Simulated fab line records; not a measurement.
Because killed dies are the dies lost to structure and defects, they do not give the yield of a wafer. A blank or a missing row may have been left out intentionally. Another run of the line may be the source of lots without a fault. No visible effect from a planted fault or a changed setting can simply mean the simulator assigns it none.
Matching of chambers :: flow gf180mcu :: GF_V2_CMP_04 on cmp-01: 4 sister chambers
The step polishes SiO2. 14 wafers are shown with their chamber, then 7 later ones without.

== WAFERS WITH THEIR CHAMBER ==
wafer: L314.1
chamber: 1
time to endpoint s (s): 73
motor current A (A): 11.5
platen rpm (rpm): 59.97

wafer: L314.3
chamber: 3
time to endpoint s (s): 75
motor current A (A): 12.3
platen rpm (rpm): 59.99

wafer: L314.5
chamber: 3
time to endpoint s (s): 75
motor current A (A): 11.0
platen rpm (rpm): 59.95

wafer: L319.2
chamber: 3
time to endpoint s (s): 79
motor current A (A): 12.3
platen rpm (rpm): 60.01

wafer: L319.3
chamber: 0
time to endpoint s (s): 70
motor current A (A): 10.4
platen rpm (rpm): 59.98

wafer: L319.4
chamber: 2
time to endpoint s (s): 91
motor current A (A): 13.6
platen rpm (rpm): 60.02

wafer: L320.2
chamber: 2
time to endpoint s (s): 87
motor current A (A): 12.5
platen rpm (rpm): 59.98

wafer: L320.4
chamber: 3
time to endpoint s (s): 78
motor current A (A): 11.2
platen rpm (rpm): 59.93

wafer: L320.6
chamber: 0
time to endpoint s (s): 70
motor current A (A): 10.6
platen rpm (rpm): 60.06

wafer: L322.3
chamber: 0
time to endpoint s (s): 71
motor current A (A): 10.9
platen rpm (rpm): 59.95

wafer: L322.4
chamber: 2
time to endpoint s (s): 93
motor current A (A): 13.2
platen rpm (rpm): 60.02

wafer: L322.6
chamber: 1
time to endpoint s (s): 72
motor current A (A): 11.5
platen rpm (rpm): 60.05

wafer: L324.1
chamber: 1
time to endpoint s (s): 75
motor current A (A): 12.3
platen rpm (rpm): 59.95

wafer: L324.3
chamber: 0
time to endpoint s (s): 68
motor current A (A): 9.7
platen rpm (rpm): 60.00

SIGNATURES (means of the wafers above)
reading: time to endpoint s
chamber 0: 69.75
chamber 1: 73.33
chamber 2: 90.33
chamber 3: 76.75
scatter within a chamber: 2.02

reading: motor current A
chamber 0: 10.400
chamber 1: 11.767
chamber 2: 13.100
chamber 3: 11.700
scatter within a chamber: 0.573

reading: platen rpm
chamber 0: 59.9975
chamber 1: 59.9900
chamber 2: 60.0067
chamber 3: 59.9700
scatter within a chamber: 0.0414
Rule: a wafer's distance from a chamber is the root of the sum, over the readings, of the square of ((its reading less the chamber's mean) divided by the reading's scatter). The wafer belongs to the nearest chamber; if the next one is less than 2 further off, it can't be placed. How the scatter is found: for the shown wafers, subtract from each reading the mean of its chamber, square and add these, divide the total by (wafers less chambers), then take the root.

== WAFERS WITHOUT THEIR CHAMBER ==
wafer: L324.5
time to endpoint s (s): 85
motor current A (A): 12.0
platen rpm (rpm): 59.99

wafer: L328.1
time to endpoint s (s): 66
motor current A (A): 10.4
platen rpm (rpm): 60.09

wafer: L328.5
time to endpoint s (s): 77
motor current A (A): 11.5
platen rpm (rpm): 59.98

wafer: L328.6
time to endpoint s (s): 87
motor current A (A): 13.1
platen rpm (rpm): 60.01

wafer: L334.2
time to endpoint s (s): 78
motor current A (A): 11.7
platen rpm (rpm): 59.99

wafer: L334.3
time to endpoint s (s): 69
motor current A (A): 10.1
platen rpm (rpm): 59.99

wafer: L334.4
time to endpoint s (s): 94
motor current A (A): 13.4
platen rpm (rpm): 60.11

== WHICH CHAMBER EACH ONE RAN IN ==
wafer: L324.5
from the rows above: can't be placed: 2 or 3
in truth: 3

wafer: L328.1
from the rows above: 0
in truth: 0

wafer: L328.5
from the rows above: can't be placed: 3 or 1
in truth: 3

wafer: L328.6
from the rows above: 2
in truth: 2

wafer: L334.2
from the rows above: can't be placed: 3 or 1
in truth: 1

wafer: L334.3
from the rows above: 0
in truth: 0

wafer: L334.4
from the rows above: 2
in truth: 2
Correctly placed: 4 of 7. Unplaceable from these rows: 3, with the true chamber sitting among the candidates in 3. Placed wrongly: 0.
